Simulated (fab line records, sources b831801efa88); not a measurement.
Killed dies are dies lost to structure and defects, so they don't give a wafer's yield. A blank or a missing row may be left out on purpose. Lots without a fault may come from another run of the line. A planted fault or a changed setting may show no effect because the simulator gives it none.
A struck lot beside a sound one | flow gf180mcu | 14 steps out of a route of 602
Sound: wafers L344.4, L344.5, L344.6. Struck: wafers L347.2, L347.5, L347.6. The cause comes at the end.
At each step with rows: each side's tool, then ch and its chambers, then its first start. Under that, the readings that differ: sound wafers | struck wafers | difference of the means | sigmas: that difference in standard deviations of wafers without a fault.
alike: readings whose means differ by less than 2 such deviations, and words and numbers that are the same on both sides. not compared: withheld readings, readings that some wafer has no value for, bounds like >300 that may hide the same value, and numbers for which the record gives no deviation and whose values overlap.
The two part at a step that has a row with sigmas, a row that says differs or no value, or rows on one side only. Numbers that don't overlap but have no deviation are shown without sigmas and don't part them. A reading that every wafer of one side lacks parts them only if that side has two wafers or more.

GF_VT_IMPLANT_RS_MEAS_47: measures by four-point-probe.
  sound on film_metro-03, day 9 10:15; struck on film_metro-03, day 10 04:38
  alike: NWELL_RS
GF_VT_IMPLANT_RS_MEAS_48: measures by four-point-probe.
  sound on film_metro-03, day 9 10:22; struck on film_metro-03, day 10 04:45
  alike: LVPWELL_RS
GF_VT_IMPLANT_RS_MEAS_49: measures by four-point-probe.
  sound on film_metro-03, day 9 10:29; struck on film_metro-03, day 10 04:52
  alike: MVPSD_RS
then, 4 steps without rows for these wafers: GF_VT_IMPLANT_WET_ETCH_50 (etches SiO2 in dHF, target depth 20 nm, time 400 s); GF_DUAL_GATE_CLEAN_00 (cleans in SC1/SC2, time 150 s); GF_DUAL_GATE_CLEAN_01 (cleans in dHF, time 20 s); GF_DUAL_GATE_OXIDATION_02 (stabilise 600 s, purge 300 s, target thk 10.887 nm).
GF_DUAL_GATE_THK_MEAS_03:
  sound on film_metro-01, day 9 12:13; struck on film_metro-01, day 10 06:40
  alike: DUAL_GATE_OXIDATION_00_THK
then, 4 steps without rows for these wafers: GF_DUAL_GATE_DEHYDRATE_04 (time 60 s); GF_DUAL_GATE_HMDS_05 (prime time 60 s); GF_DUAL_GATE_COAT_06 (resist thk 1000 nm); GF_DUAL_GATE_SOFTBAKE_07 (time 60 s).
GF_DUAL_GATE_EXPOSE_08: exposes mask Dualgate, target cd 700 nm.
  sound on iline_stepper-01 ch 0, day 9 21:17; struck on iline_stepper-02, day 10 15:32
  no value came back on the struck wafers for exposure_dose_mJ_cm2, focus_offset_nm (nm); on the sound wafers exposure_dose_mJ_cm2 reads 139.95 140.00 140.10
  alike: mask
then, 1 step without rows for these wafers: GF_DUAL_GATE_PEB_09.

WHERE THEY PART
Only at GF_DUAL_GATE_EXPOSE_08, within this record.

WHY: what the simulator had put in
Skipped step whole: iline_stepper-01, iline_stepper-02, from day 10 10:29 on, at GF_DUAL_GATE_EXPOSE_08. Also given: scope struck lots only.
